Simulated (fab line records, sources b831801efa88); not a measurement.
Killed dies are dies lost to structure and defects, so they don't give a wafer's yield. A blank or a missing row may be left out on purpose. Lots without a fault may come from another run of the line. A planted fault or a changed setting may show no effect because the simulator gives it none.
fab line records | flow sky130
record lots=11 wafers=33 last_day=51
route steps=708 shown FIELD_ISO@14 RES_XHIGH@339 VIA1@461
lots that met no fault: from a run of the same line without faults
start_h: hours from the record's first day to the start of the lot's first wafer shown | wait_h: hours since the lot's step before | " the same as in the row above | L1.1+2: a row that stands for several wafers | - no value, or no start given | * or withheld: withheld | < > ~ a bound
route shown NAME@n: a module of which the file shows steps, and the number in the route of the first | usual: mean/standard deviation of fault-free wafers | same: alike in all rows | chamber/n: place in a boat | sites: the reading at each site | _std_site: their standard deviation | _edge_site: outer sites' mean less inner sites' | radius_mm: how far each site lies from the wafer's centre | mask NAME#n: copy n | behind: the tool/chamber that last shaped the wafer | hold: why the lot was held/for how many hours/how that ended | device: the transistor (n, p or np) that didn't switch | end of line: the same wafers' tests at the end of the route | a step without rows: its recipe alone | killed: dies lost to structure and defects at the first sort, not the wafer's yield | map: a wafer's dies, x killed, . not, _ none there
set.NAME: the setting as run; set.NAME@STEP: as run at that earlier step | model.NAME: the simulator's own value behind a step, which no gauge read
steps of the route over a sample of lots; a table a step, a row a wafer
services: from which hour (start_h, from the record's first day; less than 0 if before it) a tool's chamber was out of use, for how many hours, and why
## steps
# step SKY_FIELD_ISO_CD_MEAS_13
# recipe target_cd_nm=150
# usual cd_nm=150.0/1.5
# columns lot.wafer tool chamber start_h wait_h cd_nm
L854.3 cd_sem-01 - 39.78 - 147.8
L854.4 " - " " 147.5
L854.6 " - " " 148.2
L855.1 cd_sem-01 - 44.88 - 149.5
L855.4 " - " " 150.2
L855.5 " - " " 151.3
L856.2 cd_sem-01 - 48.80 - 150.5
L856.3 " - " " 149.5
L856.5 " - " " 149.3
L857.1 cd_sem-02 - 55.71 - 151.1
L857.4 " - " " 149.5
L857.5 " - " " 150.9
L859.1 cd_sem-01 - 70.23 - 153.2
L859.2 " - " " 152.4
L859.5 " - " " 151.7
L864.1 cd_sem-02 - 93.79 - 152.1
L864.4 " - " " 152.0
L864.6 " - " " 150.6
L867.1 cd_sem-02 - 106.71 - 152.5
L867.4 " - " " 152.8
L867.6 " - " " 153.2
L868.3 cd_sem-02 - 112.13 - 147.5
L868.4 " - " " 148.3
L868.5 " - " " 148.0
L872.1 cd_sem-02 - 135.61 - 149.1
L872.3 " - " " 149.3
L872.4 " - " " 147.9
L873.3 cd_sem-02 - 140.48 - 151.3
L873.4 " - " " 150.8
L873.5 " - " " 151.5
L875.2 cd_sem-02 - 150.75 - 150.0
L875.5 " - " " 150.1
L875.6 " - " " 152.4
# step SKY_RES_XHIGH_IMPLANT_07
# recipe species=BF2 energy_kev=20 dose_cm2=3.6e+14 tilt_deg=0
# usual beam_on_s=38/3.8 dose_ions_cm2=3.602e+14/3.6e+11 faraday_current_uA=542/55
# columns lot.wafer tool chamber start_h wait_h beam_on_s dose_ions_cm2 faraday_current_uA
L854.3 implanter-03 0 646.95 0.1 36 3.602e+14 559
L854.4 " 0 " " 36 3.603e+14 559
L854.6 " 0 " " 36 3.606e+14 558
L856.2 implanter-04 0 648.20 0.1 41 3.607e+14 497
L856.3 " 0 " " 42 3.602e+14 478
L856.5 " 0 " " 43 3.603e+14 470
L855.1 implanter-04 0 654.85 0.1 43 3.6e+14 469
L855.4 " 0 " " 41 3.601e+14 492
L855.5 " 0 " " 42 3.603e+14 479
L857.1 implanter-02 0 672.23 0.1 33 3.609e+14 609
L857.4 " 0 " " 33 3.595e+14 616
L857.5 " 0 " " 32 3.603e+14 630
L859.1 implanter-02 0 696.93 0.1 34 3.603e+14 591
L859.2 " 0 " " 33 3.599e+14 613
L859.5 " 0 " " 33 3.601e+14 613
L864.1 implanter-04 0 747.60 0.1 24 2.043e+14 474
L864.4 " 0 " " 24 2.042e+14 479
L864.6 " 0 " " 25 2.044e+14 467
L868.3 implanter-04 0 751.23 0.1 24 2.039e+14 487
L868.4 " 0 " " 25 2.037e+14 465
L868.5 " 0 " " 24 2.041e+14 483
L867.1 implanter-04 0 753.53 0.1 24 2.038e+14 477
L867.4 " 0 " " 24 2.042e+14 471
L867.6 " 0 " " 25 2.04e+14 461
L872.1 implanter-03 0 780.33 0.1 36 3.6e+14 559
L872.3 " 0 " " 38 3.601e+14 532
L872.4 " 0 " " 38 3.608e+14 537
L873.3 implanter-02 0 784.03 0.1 33 3.608e+14 611
L873.4 " 0 " " 34 3.606e+14 594
L873.5 " 0 " " 33 3.607e+14 616
L875.2 implanter-03 0 805.35 0.1 38 3.597e+14 539
L875.5 " 0 " " 38 3.598e+14 534
L875.6 " 0 " " 39 3.601e+14 522
# step SKY_RES_XHIGH_STRIP_08
# recipe chemistry=O2/N2 power_w=1400 pressure_mtorr=1500 platen_temp_c=withheld o2_flow_sccm=3000 n2_flow_sccm=300 overash_fraction=0.5
# usual drypump_motor_current_A=5.4/0.35 oes_product_au=0.711/0.0044 strip_time_to_endpoint_s=14.27/0.036
# columns lot.wafer tool chamber start_h wait_h drypump_motor_current_A oes_product_au rf_hours_counter_h strip_time_to_endpoint_s
L854.3 plasma_asher-02 0 647.08 0.1 5.1 0.702 - 14.22
L854.4 " 1 " " 5.4 0.706 - 14.23
L854.6 " 1 " " 5.4 0.709 - 14.25
L856.2 plasma_asher-03 0 648.33 0.1 5.3 0.718 53 14.26
L856.3 " 1 " " 5.9 0.710 - 14.28
L856.5 " 1 " " 5.9 0.711 - 14.30
L855.1 plasma_asher-01 0 655.00 0.1 5.7 0.716 97 14.27
L855.4 " 0 " " 5.8 0.710 - 14.25
L855.5 " 0 " " 5.8 0.711 - 14.23
L857.1 plasma_asher-02 0 672.38 0.1 5.1 0.707 22 14.25
L857.4 " 0 " " 5.1 0.718 - 14.29
L857.5 " 0 " " 5.1 0.713 - 14.26
L859.1 plasma_asher-01 1 697.08 0.1 5.0 0.711 101 14.27
L859.2 " 0 " " 5.8 0.717 101 14.27
L859.5 " 1 " " 4.9 0.717 - 14.27
L864.1 plasma_asher-02 0 747.75 0.1 5.1 0.712 30 14.21
L864.4 " 1 " " 5.4 0.719 - 14.23
L864.6 " 0 " " 5.1 0.708 - 14.20
L868.3 plasma_asher-01 0 751.36 0.1 5.7 0.712 - 14.16
L868.4 " 1 " " 4.9 0.720 - 14.15
L868.5 " 0 " " 5.7 0.715 - 14.13
L867.1 plasma_asher-03 0 753.68 0.1 5.3 0.721 63 14.14
L867.4 " 0 " " 5.3 0.714 - 14.15
L867.6 " 0 " " 5.3 0.711 - 14.14
L872.1 plasma_asher-03 0 780.48 0.1 5.3 0.709 66 14.31
L872.3 " 0 " " 5.3 0.712 - 14.25
L872.4 " 1 " " 5.9 0.712 - 14.29
L873.3 plasma_asher-01 0 784.16 0.1 5.7 0.709 - 14.20
L873.4 " 1 " " 4.9 0.703 - 14.28
L873.5 " 1 " " 4.9 0.715 - 14.21
L875.2 plasma_asher-02 1 805.48 0.1 5.4 0.715 35 14.24
L875.5 " 0 " " 5.1 0.707 - 14.23
L875.6 " 1 " " 5.4 0.725 - 14.26
# step SKY_RES_XHIGH_TW_MEAS_09
# usual RES_XHIGH_TW=1655/12
# columns lot.wafer tool chamber start_h wait_h RES_XHIGH_TW
L854.3 film_metro-02 - 647.17 0.1 1643
L854.4 " - " " 1647
L854.6 " - " " 1660
L856.2 film_metro-02 - 648.44 0.1 1658
L856.3 " - " " 1662
L856.5 " - " " 1651
L855.1 film_metro-01 - 655.10 0.1 1690
L855.4 " - " " 1688
L855.5 " - " " 1675
L857.1 film_metro-02 - 672.48 0.1 1649
L857.4 " - " " 1653
L857.5 " - " " 1653
L859.1 film_metro-02 - 697.18 0.1 1657
L859.2 " - " " 1659
L859.5 " - " " 1663
L864.1 film_metro-02 - 747.85 0.1 1403
L864.4 " - " " 1399
L864.6 " - " " 1398
L868.3 film_metro-02 - 751.45 0.1 1404
L868.4 " - " " 1407
L868.5 " - " " 1407
L867.1 film_metro-03 - 753.78 0.1 1385
L867.4 " - " " 1387
L867.6 " - " " 1393
L872.1 film_metro-03 - 780.58 0.1 1644
L872.3 " - " " 1641
L872.4 " - " " 1652
L873.3 film_metro-03 - 784.25 0.1 1644
L873.4 " - " " 1642
L873.5 " - " " 1642
L875.2 film_metro-03 - 805.59 0.1 1640
L875.5 " - " " 1643
L875.6 " - " " 1654
# step SKY_SD_N_RS_MEAS_18
# recipe thk_meas_gauge=four-point-probe
# usual RES_XHIGH_RS=333.2/1.1
# columns lot.wafer tool chamber start_h wait_h RES_XHIGH_RS[ohm/sq]
L854.3 film_metro-01 - 675.73 0.1 333.4
L854.4 " - " " 332.6
L854.6 " - " " 332.0
L856.2 film_metro-01 - 677.88 0.1 333.5
L856.3 " - " " 332.6
L856.5 " - " " 334.8
L855.1 film_metro-01 - 683.62 0.1 334.0
L855.4 " - " " 335.4
L855.5 " - " " 334.2
L857.1 film_metro-03 - 702.20 0.1 332.8
L857.4 " - " " 332.4
L857.5 " - " " 334.1
L859.1 film_metro-02 - 726.13 0.1 334.2
L859.2 " - " " 333.0
L859.5 " - " " 332.9
L864.1 film_metro-01 - 775.65 0.1 527.2
L864.4 " - " " 524.0
L864.6 " - " " 529.3
L868.3 film_metro-02 - 779.52 0.1 526.8
L868.4 " - " " 526.1
L868.5 " - " " 524.2
L867.1 film_metro-03 - 781.42 0.1 529.0
L867.4 " - " " 527.8
L867.6 " - " " 529.0
L872.1 film_metro-02 - 808.03 0.1 333.0
L872.3 " - " " 332.9
L872.4 " - " " 333.7
L873.3 film_metro-02 - 811.37 0.1 333.4
L873.4 " - " " 333.9
L873.5 " - " " 334.0
L875.2 film_metro-03 - 833.52 0.1 335.0
L875.5 " - " " 333.7
L875.6 " - " " 333.3
# step SKY_VIA1_BOW_MEAS_03
# recipe mode=bow
# usual VIA1_BOW=82/7.9
# columns lot.wafer tool chamber start_h wait_h VIA1_BOW[um]
L854.3 film_metro-01 - 792.59 0.2 75
L854.4 " - " " 82
L854.6 " - " " 70
L856.2 film_metro-01 - 796.34 0.1 82
L856.3 " - " " 80
L856.5 " - " " 75
L855.1 film_metro-02 - 800.28 0.1 81
L855.4 " - " " 89
L855.5 " - " " 88
L857.1 film_metro-01 - 820.09 0.1 74
L857.4 " - " " 81
L857.5 " - " " 78
L859.1 film_metro-03 - 841.29 0.2 88
L859.2 " - " " 75
L859.5 " - " " 77
L864.1 film_metro-01 - 887.50 0.2 84
L864.4 " - " " 85
L864.6 " - " " 76
L868.3 film_metro-01 - 892.65 0.3 93
L868.4 " - " " 72
L868.5 " - " " 88
L867.1 film_metro-01 - 892.90 0.1 83
L867.4 " - " " 89
L867.6 " - " " 75
L872.1 film_metro-02 - 920.55 0.2 91
L872.3 " - " " 82
L872.4 " - " " 89
L873.3 film_metro-02 - 920.96 0.1 96
L873.4 " - " " 91
L873.5 " - " " 88
L875.2 film_metro-01 - 941.79 0.1 80
L875.5 " - " " 77
L875.6 " - " " 100
# step SKY_VIA1_CD_MEAS_12
# recipe target_cd_nm=150
# usual cd_nm=149.9/1.5
# columns lot.wafer tool chamber start_h wait_h cd_nm
L854.3 cd_sem-01 - 819.35 - 149.6
L854.4 " - " " 151.7
L854.6 " - " " 150.3
L856.2 cd_sem-01 - 822.97 - 150.0
L856.3 " - " " 150.7
L856.5 " - " " 151.8
L855.1 cd_sem-02 - 827.13 - 151.2
L855.4 " - " " 150.3
L855.5 " - " " 151.6
L857.1 cd_sem-02 - 846.48 - 148.6
L857.4 " - " " 148.7
L857.5 " - " " 149.2
L859.1 cd_sem-01 - 867.25 - 149.8
L859.2 " - " " 150.3
L859.5 " - " " 151.6
L864.1 cd_sem-02 - 913.15 - 151.1
L864.4 " - " " 150.1
L864.6 " - " " 150.1
L868.3 cd_sem-02 - 917.59 - 149.8
L868.4 " - " " 148.7
L868.5 " - " " 149.8
L867.1 cd_sem-01 - 917.90 - 151.8
L867.4 " - " " 153.0
L867.6 " - " " 153.2
L872.1 cd_sem-01 - 945.15 - 149.0
L872.3 " - " " 148.5
L872.4 " - " " 150.2
L873.3 cd_sem-01 - 945.54 - 148.4
L873.4 " - " " 146.8
L873.5 " - " " 148.2
L875.2 cd_sem-01 - 965.47 - 149.3
L875.5 " - " " 148.4
L875.6 " - " " 146.9
## services
# columns tool chamber start_h hours kind
implanter-02 - 629.77 41.2 pm
implanter-03 - 723.11 4.1 pm
implanter-02 - 728.54 2.2 repair
plasma_asher-01 - 733.75 9.0 pm
plasma_asher-01 0 733.75 9.0 vent_cycle
plasma_asher-01 1 733.75 9.0 vent_cycle
implanter-02 - 742.41 0.8 repair
plasma_asher-01 0 742.75 - clean
plasma_asher-01 1 742.75 - clean
implanter-04 - 782.90 2.2 repair
implanter-04 - 794.93 14.5 repair
implanter-04 - 802.96 4.8 repair
## key
first_sign step=SKY_RES_XHIGH_IMPLANT_07 reading=dose_ions_cm2 direction=down sigmas=99+ usual=* struck=*
effect step=SKY_RES_XHIGH_IMPLANT_07 reading=beam_on_s direction=down sigmas=3.6 usual=38 struck=24
effect step=SKY_RES_XHIGH_STRIP_08 reading=strip_time_to_endpoint_s direction=down sigmas=2.8 usual=* struck=*
effect step=SKY_RES_XHIGH_TW_MEAS_09 reading=RES_XHIGH_TW direction=down sigmas=22 usual=1655 struck=1398
effect step=SKY_SD_N_RS_MEAS_18 reading=RES_XHIGH_RS direction=up sigmas=99+ usual=333.2 struck=527.0
met_at SKY_RES_XHIGH_IMPLANT_07
struck_lots L864,L867,L868
tester_left_out L864,L867,L868
not_acting_at SKY_FIELD_ISO_CD_MEAS_13,SKY_VIA1_BOW_MEAS_03,SKY_VIA1_CD_MEAS_12
onset_between 654.85 747.60
fault kind=process_parameter_drift tool=implanter-04 chamber=- onset_h=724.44 steps=SKY_RES_XHIGH_IMPLANT_07 channel=dose_cm2 offset=* shape=step end_h=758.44 acts_in=* stated=*
# tester_left_out: of these lots the tester's yield and bins aren't shown, on N5 and GAA mostly nor the transistor test; their killed dies are dies lost to structure and defects alone, not to doping, threshold or leakage, so they don't give the yield
